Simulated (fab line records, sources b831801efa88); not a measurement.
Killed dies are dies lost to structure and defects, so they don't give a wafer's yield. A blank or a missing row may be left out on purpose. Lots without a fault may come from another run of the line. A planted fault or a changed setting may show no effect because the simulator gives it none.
Chamber matching | flow gf180mcu | GF_PSD_CLEAN_12 on wet_bench-03: 3 sister chambers
The step cleans in SC1/SC2, time 150 s. 16 wafers are shown with their chamber, then 5 later ones without.

WAFERS WITH THEIR CHAMBER
wafer  | chamber | bath_heat_duty_pct (%) | bath_guard_temp_C (C)
L310.1 | 0       | 14.9                   | 69.6
L310.2 | 0       | 14.5                   | 69.5
L310.3 | 0       | 16.1                   | 69.5
L311.2 | 3       | 11.9                   | 70.0
L311.4 | 3       | 11.8                   | 69.9
L311.5 | 3       | 11.7                   | 70.1
L315.2 | 0       | 14.1                   | 69.7
L315.5 | 0       | 14.7                   | 69.7
L315.6 | 0       | 15.0                   | 69.5
L316.1 | 3       | 12.1                   | 69.5
L316.2 | 3       | 12.2                   | 70.2
L316.3 | 3       | 12.8                   | 69.9
L321.1 | 0       | 14.7                   | 70.0
L321.4 | 0       | 15.2                   | 69.8
L321.6 | 0       | 16.9                   | 69.6
L324.3 | 1       | 16.8                   | 69.5

SIGNATURES (means of the wafers above)
reading            | chamber 0 | chamber 1 | chamber 3 | scatter within a chamber
bath_heat_duty_pct | 15.122    | 16.800    | 12.083    | 0.721
bath_guard_temp_C  | 69.656    | 69.500    | 69.933    | 0.199
Rule: a wafer's distance from a chamber is the root of the sum, over the readings, of the square of ((its reading less the chamber's mean) divided by the reading's scatter). The wafer belongs to the nearest chamber; if the next one is less than 2 further off, it can't be placed. The scatter: the root of (the sum of the squares of (reading less its chamber's mean) over the shown wafers, divided by (wafers less chambers)).

WAFERS WITHOUT THEIR CHAMBER
wafer  | bath_heat_duty_pct (%) | bath_guard_temp_C (C)
L324.4 | 16.4                   | 69.4
L324.6 | 14.0                   | 69.1
L329.3 | 16.3                   | 69.5
L329.4 | 14.4                   | 69.7
L329.5 | 14.8                   | 69.5

WHICH CHAMBER EACH WENT THROUGH
wafer  | from the rows above          | in truth
L324.4 | can't be placed: 1 or 0      | 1
L324.6 | can't be placed: 0 or 1 or 3 | 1
L329.3 | can't be placed: 1 or 0      | 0
L329.4 | 0                            | 0
L329.5 | can't be placed: 0 or 1      | 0
Placed correctly: 1 of 5. Can't be placed from these rows: 4 (the true chamber is among the candidates in 4). Placed wrongly: 0.
